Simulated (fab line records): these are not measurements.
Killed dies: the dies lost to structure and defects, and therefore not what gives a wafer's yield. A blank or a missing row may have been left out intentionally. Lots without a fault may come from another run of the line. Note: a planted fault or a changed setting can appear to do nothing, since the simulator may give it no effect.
Code-filled problem report in 8D (eight disciplines) form    flow sky130    the parts of the form that need people (team, actions taken, sign-off) are left out

1. WHAT IS WRONG
oes_product_au at SKY_LI_CONTACT_ETCH_15 reads a mean of 0.767 a.u. on 1 wafer of 1 lot; wafers without a fault read 0.838 a.u. with a standard deviation of 0.0044. Relative to the usual mean, that is a shift of -16 standard deviations.
The step: etches PSG in C4F8/O2/Ar, stops on Si, target depth 600 nm.
Earliest sighting: wafer L938.6 on rie_diel-03 at day 34 16:56. Wafers with a number at this step in the record: 36, from 12 lots. Rule for "out" (also "out of limits"): further than 4 standard deviations from the usual mean. All remaining wafers that have a number are taken as sound.

2. WHAT THIS IS AND IS NOT
question                     is                 is not
which readings at this step  oes_product_au     bias_w
which lots                   L938               L926, L927, L928, L929, L941, L942, L944, L945, L946, L947, L948
which wafers of those lots   L938.6             L938.2, L938.5
read on which tools          rie_diel-03        rie_diel-01, rie_diel-04
when                         from day 34 16:56  up to then (14 sound wafers); but 21 sound wafers of L941, L942, L944, L945, L946, L947, L948 came after

3. WHAT RULES OUT EACH SUSPECT
Counting: if a tool at a process step up to the reading ran every lot that is out, it stays a suspect. Sound lots after the first of them don't rule it out here, since some wafers of a struck lot are sound.
- rie_diel-03 at SKY_POLY_GATE_ETCH_16 (etches Si3N4 in CH3F/O2, stops on poly-Si, time 147.5 s, target depth 75 nm): kept. It ran the lot that is out, L938 (day 22 13:28); its last sound lot up to then is L928 (day 17 07:10).
- cmp-02 at SKY_LI_CONTACT_CMP_02 (polishes PSG): kept. It ran the lot that is out, L938 (day 33 14:02); its last sound lot up to then is L929 (day 29 06:13).
- rie_diel-03 at SKY_LI_CONTACT_ETCH_15 (etches PSG in C4F8/O2/Ar, stops on Si, target depth 600 nm): kept. It ran the lot that is out, L938 (day 34 16:56). Out on those wafers are its own readings of oes_product_au.
- The sound lot-mates ran in chamber 2 of rie_diel-03 at SKY_POLY_GATE_ETCH_16, but the wafers that are out ran in chamber 1.
- cmp-02, SKY_LI_CONTACT_CMP_02: wafers that are out in chamber 0, sound lot-mates in chambers 1, 2.
The count leaves rie_diel-03 at SKY_POLY_GATE_ETCH_16, cmp-02 at SKY_LI_CONTACT_CMP_02, and rie_diel-03 at SKY_LI_CONTACT_ETCH_15.

4. THE CAUSE (what the simulator had put in)
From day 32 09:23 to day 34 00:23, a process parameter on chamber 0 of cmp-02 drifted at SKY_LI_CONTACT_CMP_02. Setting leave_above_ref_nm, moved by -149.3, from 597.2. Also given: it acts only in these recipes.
This tool is one of the 3 suspects left after counting.

5. THE CHAIN OF EFFECTS, in route order
Each row: a reading whose mean over the struck wafers that have a number lies more than 3 standard deviations from the usual. Only readings whose record carries a usual standard deviation are examined. hours: median over the lots of the time between each lot's start at the first step of this table that gives one and its start at this step. sigmas: the change, counted in usual standard deviations.
hours  step                    reading             usual       on struck wafers  change  sigmas
0      SKY_LI_CONTACT_CMP_02   time_to_endpoint_s  31.6 s      39.9              +8.3    +3.1
27     SKY_LI_CONTACT_ETCH_15  oes_product_au      0.838 a.u.  0.767             -0.071  -16
It contains these process steps:
- SKY_LI_CONTACT_CMP_02: polishes PSG.
- SKY_LI_CONTACT_ETCH_15: etches PSG in C4F8/O2/Ar, stops on Si, target depth 600 nm.

6. HOW IT WOULD HAVE BEEN CAUGHT EARLIER
First out-of-limits reading in this record: day 34 16:56, which is 56 hours after fault onset at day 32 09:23.
No tool reading at SKY_LI_CONTACT_CMP_02 that has a usual standard deviation in the record was out on any struck wafer, so an alarm limit of 4 standard deviations on those readings would not have fired.
All the lots that are out (1) had begun SKY_LI_CONTACT_CMP_02 on cmp-02 by day 34 16:56. Tool hold at that time: it would have spared none of them.
